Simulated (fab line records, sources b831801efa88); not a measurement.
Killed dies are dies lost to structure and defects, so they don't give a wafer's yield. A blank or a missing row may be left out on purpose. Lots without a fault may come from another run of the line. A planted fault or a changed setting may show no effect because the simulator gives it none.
A sampling plan put to the test | flow gf180mcu | one fab line, 14 faults that these records tell of, each judged on the records of the lots that it struck
The plan is the line's own looks: the steps of the route at which a gauge or an inspection reads the wafer and doesn't change it. A look can be judged if struck wafers have a number there and the file gives its usual mean and standard deviation on fault-free wafers. Caught: at a look after the fault's first step, the mean of the struck wafers lies 4 or more of those standard deviations (sigma) from the usual mean. On the tool: the same test on the tool's own readings at the fault's steps. Another recipe on the struck wafers, or a record that is blank for them alone, also counts as caught.

THE FAULTS, as the simulator had put them in
1. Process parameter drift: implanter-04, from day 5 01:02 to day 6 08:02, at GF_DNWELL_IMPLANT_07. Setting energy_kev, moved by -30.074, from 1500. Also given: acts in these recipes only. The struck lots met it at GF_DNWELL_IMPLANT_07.
2. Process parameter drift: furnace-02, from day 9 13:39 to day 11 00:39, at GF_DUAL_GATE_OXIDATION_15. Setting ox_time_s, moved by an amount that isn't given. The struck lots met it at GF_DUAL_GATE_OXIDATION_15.
3. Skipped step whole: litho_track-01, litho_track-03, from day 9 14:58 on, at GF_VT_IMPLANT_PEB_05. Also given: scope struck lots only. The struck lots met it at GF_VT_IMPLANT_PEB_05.
4. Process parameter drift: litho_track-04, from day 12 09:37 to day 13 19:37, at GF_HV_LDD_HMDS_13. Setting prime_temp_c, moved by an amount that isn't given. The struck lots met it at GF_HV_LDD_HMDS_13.
5. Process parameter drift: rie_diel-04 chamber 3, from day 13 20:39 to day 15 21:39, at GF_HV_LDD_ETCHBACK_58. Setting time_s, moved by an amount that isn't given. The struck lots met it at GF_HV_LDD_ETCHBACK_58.
6. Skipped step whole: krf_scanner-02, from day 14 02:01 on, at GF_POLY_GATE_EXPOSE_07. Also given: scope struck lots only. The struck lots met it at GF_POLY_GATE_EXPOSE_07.
7. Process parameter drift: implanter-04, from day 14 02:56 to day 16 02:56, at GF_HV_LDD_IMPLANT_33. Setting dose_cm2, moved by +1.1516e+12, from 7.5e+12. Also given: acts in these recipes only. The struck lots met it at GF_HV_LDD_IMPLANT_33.
8. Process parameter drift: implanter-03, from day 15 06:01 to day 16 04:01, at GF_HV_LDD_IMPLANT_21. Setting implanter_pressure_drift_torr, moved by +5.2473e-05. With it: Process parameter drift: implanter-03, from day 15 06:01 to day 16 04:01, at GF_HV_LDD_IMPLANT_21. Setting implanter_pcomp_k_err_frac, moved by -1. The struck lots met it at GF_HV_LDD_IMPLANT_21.
9. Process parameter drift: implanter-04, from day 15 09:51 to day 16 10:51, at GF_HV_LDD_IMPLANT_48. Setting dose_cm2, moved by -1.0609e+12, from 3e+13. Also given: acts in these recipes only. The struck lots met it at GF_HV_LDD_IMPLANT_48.
10. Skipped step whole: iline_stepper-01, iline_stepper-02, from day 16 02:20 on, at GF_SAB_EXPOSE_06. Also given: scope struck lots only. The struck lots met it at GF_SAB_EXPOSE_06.
11. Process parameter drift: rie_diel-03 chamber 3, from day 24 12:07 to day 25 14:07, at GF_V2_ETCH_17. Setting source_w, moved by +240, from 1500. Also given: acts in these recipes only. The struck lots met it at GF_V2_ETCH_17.
12. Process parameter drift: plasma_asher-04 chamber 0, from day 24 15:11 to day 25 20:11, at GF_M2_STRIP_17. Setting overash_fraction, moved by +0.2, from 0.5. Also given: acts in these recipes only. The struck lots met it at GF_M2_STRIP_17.
13. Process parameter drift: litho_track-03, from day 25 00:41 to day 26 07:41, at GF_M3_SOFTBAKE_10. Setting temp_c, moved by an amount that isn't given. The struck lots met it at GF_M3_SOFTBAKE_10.
14. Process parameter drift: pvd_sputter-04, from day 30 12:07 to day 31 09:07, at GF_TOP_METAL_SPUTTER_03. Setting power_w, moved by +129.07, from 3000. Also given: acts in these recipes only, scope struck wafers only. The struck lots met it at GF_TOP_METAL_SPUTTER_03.

WHAT THE PLAN SAW
fault | on the tool itself                            | first look that catches it                      | reading, sigma | median hours from its first step to that look | hours from the fault's start to the first struck lot there | judged looks passed uncaught
1     | beam_energy_keV -65 sigma                     | none of the 2 looks that can be judged after it | -              | -                                             | -                                                          | 2
2     | no reading that can be judged                 | not the one look that can be judged after it    | -              | -                                             | -                                                          | 1
3     | no reading that can be judged                 | none of the 2 looks that can be judged after it | -              | -                                             | -                                                          | 2
4     | prime_temp_c +24 sigma                        | no look after it can be judged                  | -              | -                                             | -                                                          | 0
5     | run_length_s +57 sigma                        | not the one look that can be judged after it    | -              | -                                             | -                                                          | 1
6     | no reading that can be judged                 | no look after it can be judged                  | -              | -                                             | -                                                          | 0
7     | dose_ions_cm2 +99 or beyond sigma             | no look after it can be judged                  | -              | -                                             | -                                                          | 0
8     | end_station_pressure_torr +99 or beyond sigma | not the one look that can be judged after it    | -              | -                                             | -                                                          | 1
9     | dose_ions_cm2 -31 sigma                       | not the one look that can be judged after it    | -              | -                                             | -                                                          | 1
10    | no reading that can be judged                 | no look after it can be judged                  | -              | -                                             | -                                                          | 0
11    | rf_fwd_power_W +47 sigma                      | no look after it can be judged                  | -              | -                                             | -                                                          | 0
12    | under 2 sigma                                 | not the one look that can be judged after it    | -              | -                                             | -                                                          | 1
13    | heater_power_total_W -30 sigma                | GF_M3_CD_MEAS_14                                | cd_nm +4.3     | 10.8                                          | 21                                                         | 0
14    | cathode_dc_power_W +99 or beyond sigma        | no look after it can be judged                  | -              | -                                             | -                                                          | 0
A dash: the fault isn't caught, or these records don't give the number.

Caught at a look: 1 of 14. Caught on the tool: 9 of 14. By one or the other: 9 of 14.
Caught on the tool alone: faults 1, 4, 5, 7, 8, 9, 11, 14.
Caught by neither: faults 2, 3, 6, 10, 12.

THINNER SAMPLING
If the look that catches a fault measured only every second or every third lot, by lot number, the first struck lot would be measured this late in the worst case:
fault | struck lots at that look, in order of time | every lot | every second lot | every third lot
13    | L756, L758                                 | 21 h      | may miss all 2   | may miss all 2
Hours are from the fault's start to the first struck lot that is measured. The limit of 4 sigma was tested on all struck wafers together, so one lot alone may lie under it. Other struck lots may not be in these records.

THE LONGEST TIMED WAY FROM STEP TO LOOK
Fault 13: a median of 10.8 hours passes between GF_M3_SOFTBAKE_10 and GF_M3_CD_MEAS_14. No look between them can be judged.
